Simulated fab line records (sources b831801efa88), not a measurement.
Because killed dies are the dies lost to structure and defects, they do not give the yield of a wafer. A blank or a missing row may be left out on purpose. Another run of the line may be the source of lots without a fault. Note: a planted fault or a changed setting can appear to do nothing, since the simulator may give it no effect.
2 desks, one fault / flow gf180mcu / each desk has only its own numbers; what lay behind them comes last

## THE METROLOGY DESK
What the gauges read for every lot (on any tool): the sampled wafers with a number, averaged. The brackets show how far a lot's mean lies from the usual mean; more than 4 standard deviations puts the lot out of limits, marked OUT.
Columns: A = V5_W_RS at GF_V5_RS_MEAS_24, usual 0.3293 ohm/sq; B = V5_W_THK at GF_V5_THK_MEAS_25, usual 343 nm; C = TOP_METAL_ALCU_RS at GF_TOP_METAL_RS_MEAS_05, usual 0.0328 ohm/sq; D = TOP_METAL_ALCU_THK at GF_TOP_METAL_THK_MEAS_06, usual 891 nm; E = cd-nm at GF_TOP_METAL_CD_MEAS_14, usual 439.9 nm; F = TOP_METAL_OVL at GF_TOP_METAL_OVL_MEAS_15, usual -0.3 nm
lot=L414; first seen here=day 27 06:36; A=0.3302; B=339; C=0.0328; D=891; E=445.1; F=-0.1
lot=L415; first seen here=day 27 16:01; A=0.3274; B=346; C=0.0326; D=900; E=442.5; F=1.6
lot=L430; first seen here=day 32 00:30; A=0.3296; B=343; C=0.0329; D=905; E=439.7; F=0.3
lot=L431; first seen here=day 32 10:35; A=0.3280; B=349; C=0.0328; D=894; E=440.6; F=-0.3
lot=L435; first seen here=day 33 02:16; A=0.3291; B=345; C=0.0329; D=886; E=438.8; F=-0.1
lot=L437; first seen here=day 33 10:54; A=0.3252; B=347; C=0.0333; D=877; E=439.0; F=2.4
This desk's finding: nothing out of limits on any of the 6 lots.

## DESK OF THE TOOL OWNER: pvd-sputter-02
At GF_TOP_METAL_SPUTTER_04 (material TiN, target thk 25 nm, time 20.8 s) the tool's own readings: per lot run on this tool, the mean of the sampled wafers that have a number. The brackets show how far a lot's mean lies from the usual mean; more than 4 standard deviations puts the lot out of limits, marked OUT.
Columns: A = cathode-dc-power-W at GF_TOP_METAL_SPUTTER_04, usual 6500.0 W; B = chamber-pressure-pa at GF_TOP_METAL_SPUTTER_04, usual 0.3999 Pa; C = throttle-valve-pct at GF_TOP_METAL_SPUTTER_04, usual 30.1 %
lot=L415; first seen here=day 27 16:41; A=6500.0; B=0.3991; C=30.2
lot=L430; first seen here=day 32 01:10; A=4608.6 (-99 or more) OUT; B=0.4005; C=29.4
lot=L431; first seen here=day 32 11:15; A=5554.3 (-99 or more) OUT; B=0.3996; C=30.2
This desk's finding: out of limits on L430, L431; first on L430, day 32 01:10 (cathode-dc-power-W at GF_TOP_METAL_SPUTTER_04). L415: within limits.

## ALL TOGETHER
At day 32 01:10, on L430, L431, the tool owner's desk was in a position to raise an alarm.
The metrology desk saw nothing out of limits.
The metrology desk has L430, L431 on record, within its limits.
Of the lots named, all ran GF_TOP_METAL_SPUTTER_04 on pvd-sputter-02.

## WHAT THE SIMULATOR PUT IN
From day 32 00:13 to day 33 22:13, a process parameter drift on pvd-sputter-02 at GF_TOP_METAL_SPUTTER_04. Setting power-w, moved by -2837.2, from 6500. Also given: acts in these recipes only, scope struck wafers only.
Shown lots that were struck: L430, L431.
How many hours passed from the start of the fault until each desk's first out-of-limits reading: the tool owner's desk, 1.
